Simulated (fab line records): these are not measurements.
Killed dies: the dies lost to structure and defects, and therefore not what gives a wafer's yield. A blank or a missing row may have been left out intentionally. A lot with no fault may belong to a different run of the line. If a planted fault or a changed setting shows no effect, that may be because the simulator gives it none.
The tool behind it: which one? | flow sky130 | 13 lots, 39 wafers sampled, at 2 steps of a route of 708

## WHAT THE GAUGES SHOWED, per wafer
Not one reading of a measure or inspect step in the record can be checked against a usual standard deviation.

## TOOL THAT RAN EACH LOT (tool first, then ch and the chambers of the sampled wafers, then the start)
lot  | SKY_VIA3_CVD_21               | SKY_PAD_OPEN_PROBE_99
L133 | cvd w-01 ch 0,1, day 39 09:49 | -
L134 | cvd w-02 ch 0,1, day 39 21:52 | -
L135 | cvd w-01 ch 0,1, day 40 03:48 | -
L136 | cvd w-01 ch 0,1, day 40 04:09 | -
L137 | cvd w-01 ch 0,1, day 40 14:29 | -
L139 | cvd w-02 ch 0,1, day 41 19:33 | -
L140 | cvd w-01 ch 0,1, day 41 23:25 | -
L138 | cvd w-01 ch 0,1, day 42 01:10 | -
L144 | cvd w-01 ch 0,1, day 42 18:06 | -
L146 | cvd w-02 ch 0,1, day 43 06:50 | prober-02, day 48 19:38
L148 | cvd w-02 ch 0,1, day 44 03:26 | prober-01, day 49 10:45
L153 | cvd w-01 ch 0,1, day 45 03:56 | -
L156 | cvd w-01 ch 0,1, day 46 00:43 | -
- SKY_VIA3_CVD_21: deposits W, target thk 390 nm, time 117.31 s.
- SKY_PAD_OPEN_PROBE_99

## AS READ BY THE TOOLS THEMSELVES (means over the sampled wafers that have a number; for cases with no such wafer, the mark the record gives instead)
SKY_VIA3_CVD_21.
lot  | tool     | heater power w (W)
L133 | cvd w-01 | 828
L134 | cvd w-02 | 850
L135 | cvd w-01 | 802
L136 | cvd w-01 | 820
L137 | cvd w-01 | 813
L139 | cvd w-02 | 838
L140 | cvd w-01 | 832
L138 | cvd w-01 | 824
L144 | cvd w-01 | 809
L146 | cvd w-02 | 847
L148 | cvd w-02 | 856
L153 | cvd w-01 | 825
L156 | cvd w-01 | 824

SKY_PAD_OPEN_PROBE_99.
lot  | tool      | defect limited yield (%) | killed_at_M0_to_M3 | killed_at_M4_up | killed at contacts | killed at front end | killed at other | killed dies | killed open | killed short | sort_bin_3_pad_short (%) | sort_bin_5_function (%) | sort_bin_6_memory (%) | sort n pass | sort yield pct (%)
L146 | prober-02 | 77.7                     | 65                 | 5.0             | 24                 | 15                  | 0.0             | 110         | 55          | 37           | 2.6                      | 13.7                    | 6.0                   | 382         | 77.7
L148 | prober-01 | 75.2                     | 79                 | 3.3             | 24                 | 16                  | 0.0             | 122         | 47          | 38           | 2.7                      | 14.7                    | 7.4                   | 370         | 75.2

## THE ANSWER, worked out from the rows above alone
Rule: the usual values come from the lots themselves. The widest of any qualifying gaps counts: lots, ordered by their means at a reading, are off when they make up no more than a third of the lots, leave a main group of 4 or more, and stand apart from it by 3 or more times the standard deviation of that group's means. A main group is skipped when, at the precision printed for the reading in the tables above, its means are all equal. Also off: a lot with no number at a reading for which 4 or more lots have one. All remaining lots with rows at the step are treated as sound. The gauges are gone through in route order, then the tools' own readings, and for those a lot's mean is taken as printed above. The first step at which some lot is off is used, and at that step the reading that is off furthest; a lot without a number counts as furthest.
Across all readings shown, no lot is off: no conclusion can be drawn from this.

## WHAT THE SIMULATOR HAD INSERTED
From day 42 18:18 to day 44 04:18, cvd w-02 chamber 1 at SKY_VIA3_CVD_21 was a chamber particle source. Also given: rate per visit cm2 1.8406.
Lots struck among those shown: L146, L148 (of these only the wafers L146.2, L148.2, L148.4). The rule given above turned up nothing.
